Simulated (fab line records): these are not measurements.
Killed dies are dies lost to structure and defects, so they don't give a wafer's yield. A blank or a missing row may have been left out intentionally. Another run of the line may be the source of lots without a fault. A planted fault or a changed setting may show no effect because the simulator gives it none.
A single fault, viewed from 2 desks | flow gf180mcu | each desk has only its own numbers; what lay behind them comes last

THE TOOL OWNER'S DESK: lpcvd-01
The tool's own readings at GF_STI_CVD_03 (deposits Si3N4 from DCS/NH3, target thk 207.16 nm, time 3551 s): means of the sampled wafers that have a number, for each lot that ran on this tool. Any lot whose mean is over 4 standard deviations away from the usual mean is out of limits and marked OUT; that distance is given in the brackets.
Columns: A = spike tc lower C at GF_STI_CVD_03, usual 770.6 C
lot  | first seen here | A
L874 | day 1 21:34     | 771.3
L879 | day 2 23:32     | 770.7
L882 | day 3 13:34     | 770.8
L884 | day 3 23:34     | 770.8
L886 | day 4 09:34     | 769.6
Finding of this desk: none of the 5 lots has anything out of limits.

AT THE METROLOGY DESK
Means of the sampled wafers that have a number, per lot and without regard to the tool the lot ran on: this is what the gauges read. Any lot whose mean is over 4 standard deviations away from the usual mean is out of limits and marked OUT; that distance is given in the brackets.
Columns: A = STI_CVD_03_THK at GF_STI_THK_MEAS_04, usual 207.6 nm; B = cd nm at GF_STI_CD_MEAS_12, usual 219.6 nm; C = M1_ALCU_THK at GF_M1_THK_MEAS_06, usual 452 nm
lot  | first seen here | A               | B     | C
L872 | day 1 14:55     | 208.9           | 218.9 | 445
L874 | day 1 23:34     | 205.7           | 218.6 | 455
L876 | day 2 09:52     | 211.9           | 219.0 | 447
L877 | day 2 15:44     | 206.8           | 220.3 | 447
L879 | day 3 01:32     | 204.6           | 219.7 | 453
L880 | day 3 05:48     | 208.9           | 219.9 | 456
L882 | day 3 15:34     | 208.5           | 218.8 | 452
L884 | day 4 01:34     | 239.6 (+15) OUT | 220.4 | 456
L886 | day 4 11:34     | 240.4 (+16) OUT | 221.1 | 448
L888 | day 4 22:33     | 208.4           | 219.5 | 446
L891 | day 5 12:34     | 210.5           | 219.9 | 453
L894 | day 6 05:01     | 207.9           | 221.2 | 452
Finding of this desk: L884, L886 out of limits, first seen on L884 at day 4 01:34 (STI_CVD_03_THK at GF_STI_THK_MEAS_04). L872, L874, L876, L877, L879, L880, L882, L888, L891, L894 stayed within limits.

TAKEN TOGETHER
At day 4 01:34 the metrology desk could have sounded an alarm, on L884, L886.
The tool owner's desk saw nothing out of limits.
On record at the tool owner's desk: L884, L886, within its limits.
GF_STI_CVD_03 was run on lpcvd-01 by each of the lots named.

WHAT THE SIMULATOR HAD PUT IN
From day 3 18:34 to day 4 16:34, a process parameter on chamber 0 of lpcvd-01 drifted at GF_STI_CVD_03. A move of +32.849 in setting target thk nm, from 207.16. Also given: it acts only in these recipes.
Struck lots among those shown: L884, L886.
Delay in hours, fault start to first out-of-limits reading, per desk: metrology desk 7.
